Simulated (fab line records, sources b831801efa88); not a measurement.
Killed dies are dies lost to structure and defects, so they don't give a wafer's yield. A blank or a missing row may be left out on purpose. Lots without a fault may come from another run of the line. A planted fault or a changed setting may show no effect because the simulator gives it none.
Which tool did it? | flow sky130 | 13 lots, 39 wafers sampled, at 3 steps of a route of 708

WHAT THE GAUGES READ, wafer by wafer
SKY_NWELL_OVL_MEAS_10.
lot  | measured     | on         | NWELL_00_OVL (nm)
L326 | day 4 21:43  | overlay-02 | 0.2 0.4 -0.9
L327 | day 5 03:55  | overlay-01 | 0.8 -3.8 0.6
L328 | day 5 11:37  | overlay-01 | -2.0 -1.5 -0.6
L332 | day 6 08:55  | overlay-02 | -2.1 -0.3 -1.0
L338 | day 7 23:49  | overlay-02 | -0.6 0.9 -3.0
L339 | day 8 04:04  | overlay-01 | -1.8 -2.1 -0.8
L341 | day 8 16:11  | overlay-02 | -2.4 -1.5 -3.5
L343 | day 9 00:58  | overlay-02 | -0.2 -0.1 1.8
L344 | day 9 04:38  | overlay-02 | -0.8 -1.3 -2.4
L345 | day 9 09:49  | overlay-02 | -2.2 0.9 0.2
L346 | day 9 17:01  | overlay-02 | -0.5 -1.6 -0.7
L347 | day 10 01:32 | overlay-02 | -2.0 -1.1 -1.1
L348 | day 10 08:23 | overlay-02 | -1.6 1.2 0.1

SKY_VT_ADJUST_NCORE_CD_MEAS_07: target cd 380 nm.
lot  | measured     | on        | cd_nm (nm)
L326 | day 9 01:43  | cd_sem-01 | 381.9 381.5 381.9
L327 | day 9 09:04  | cd_sem-01 | 379.1 378.0 373.5
L328 | day 9 17:10  | cd_sem-01 | 376.9 377.1 377.6
L332 | day 10 17:56 | cd_sem-01 | 378.7 377.1 378.5
L338 | day 12 13:52 | cd_sem-01 | 378.5 378.0 377.1
L339 | day 12 19:40 | cd_sem-02 | 380.8 381.2 380.4
L341 | day 13 10:58 | cd_sem-01 | 374.3 374.9 375.7
L343 | day 13 20:07 | cd_sem-01 | 377.5 376.8 375.6
L344 | day 14 02:13 | cd_sem-01 | 372.7 377.3 375.4
L345 | day 14 08:51 | cd_sem-02 | 379.0 380.3 379.7
L346 | day 14 16:29 | cd_sem-02 | 383.0 380.7 382.1
L347 | day 15 03:17 | cd_sem-02 | 379.9 376.0 380.4
L348 | day 15 13:55 | cd_sem-01 | 380.1 381.7 378.2

WHICH TOOL RAN EACH LOT (tool, then ch and the chambers of the sampled wafers, then the start)
lot  | SKY_FIELD_ISO_ETCH_17
L326 | rie_si-01 ch 1,2,3, day 2 13:20
L327 | rie_si-02 ch 0,2,3, day 2 18:22
L328 | rie_si-02 ch 2, day 2 23:14
L332 | rie_si-02 ch 2,3, day 3 17:44
L338 | rie_si-01 ch 1,2, day 5 01:41
L339 | rie_si-02 ch 0,2,3, day 5 06:38
L341 | rie_si-01 ch 1,2,3, day 5 18:49
L343 | rie_si-01 ch 0,1,3, day 6 03:59
L344 | rie_si-02 ch 1,2,3, day 6 09:08
L345 | rie_si-01 ch 0,1,3, day 6 13:14
L346 | rie_si-01 ch 0,2,3, day 6 20:14
L347 | rie_si-01 ch 1,2, day 7 01:46
L348 | rie_si-01 ch 0,1,3, day 7 07:32
- SKY_FIELD_ISO_ETCH_17: etches Si in HBr/Cl2/O2, target depth 342 nm, time 97.7 s.

WHAT THE TOOLS THEMSELVES READ (means of the sampled wafers that have a number; where no wafer has one, the mark that the record gives instead)
SKY_FIELD_ISO_ETCH_17.
lot  | tool      | drypump_motor_current_A (A) | he_backside_leak_sccm (sccm) | oes_product_au (a.u.) | rf_fwd_power_W (W) | run_length_s (s) | throttle_valve_pct (%)
L326 | rie_si-01 | 5.7                         | 2.91                         | 0.984                 | 595.6              | 125.7            | 25.656
L327 | rie_si-02 | 5.9                         | 2.46                         | 1.011                 | 594.4              | 126.2            | 25.647
L328 | rie_si-02 | 5.4                         | 2.36                         | 1.004                 | 595.4              | 126.5            | 25.655
L332 | rie_si-02 | 5.9                         | 2.53                         | 1.023                 | 596.0              | 126.7            | 25.642
L338 | rie_si-01 | 5.3                         | 2.61                         | 0.994                 | 593.9              | 125.7            | 25.653
L339 | rie_si-02 | 5.9                         | 2.50                         | 1.007                 | 596.7              | 126.4            | 25.649
L341 | rie_si-01 | 5.7                         | 2.84                         | 0.986                 | 594.4              | 125.8            | 25.677
L343 | rie_si-01 | 6.0                         | 2.86                         | 0.980                 | 595.3              | 126.0            | 25.664
L344 | rie_si-02 | 5.9                         | 2.36                         | 1.010                 | 597.3              | 126.5            | 25.652
L345 | rie_si-01 | 5.9                         | 2.81                         | 0.991                 | 596.9              | 126.2            | 25.665
L346 | rie_si-01 | 5.8                         | 2.72                         | 0.988                 | 597.5              | 126.0            | 25.665
L347 | rie_si-01 | 5.2                         | 2.67                         | 0.980                 | 594.8              | 125.4            | 25.676
L348 | rie_si-01 | 6.0                         | 2.72                         | 0.990                 | 596.8              | 126.0            | 25.676

THE ANSWER, worked out from the rows above alone
Rule: what is usual is taken from the lots themselves. Put in order of their means at a reading, lots are off if they are a third of the lots or fewer, leave a main group of 4 or more, and stand apart from it by a gap of 3 or more times the standard deviation of the main group's means; of several such gaps the widest counts. A main group whose means are all the same, to the digits that the tables above print for the reading, isn't used. A lot without any number at a reading at which 4 lots or more have one is off too. The other lots that the step has rows for count as sound. The gauges are gone through in route order, then the tools' own readings, and for those a lot's mean is taken as printed above. The first step at which some lot is off is used, and at that step the reading that is off furthest; a lot without a number counts as furthest.
No lot is off at any reading shown: from this, nothing can be told.

WHAT THE SIMULATOR HAD PUT IN
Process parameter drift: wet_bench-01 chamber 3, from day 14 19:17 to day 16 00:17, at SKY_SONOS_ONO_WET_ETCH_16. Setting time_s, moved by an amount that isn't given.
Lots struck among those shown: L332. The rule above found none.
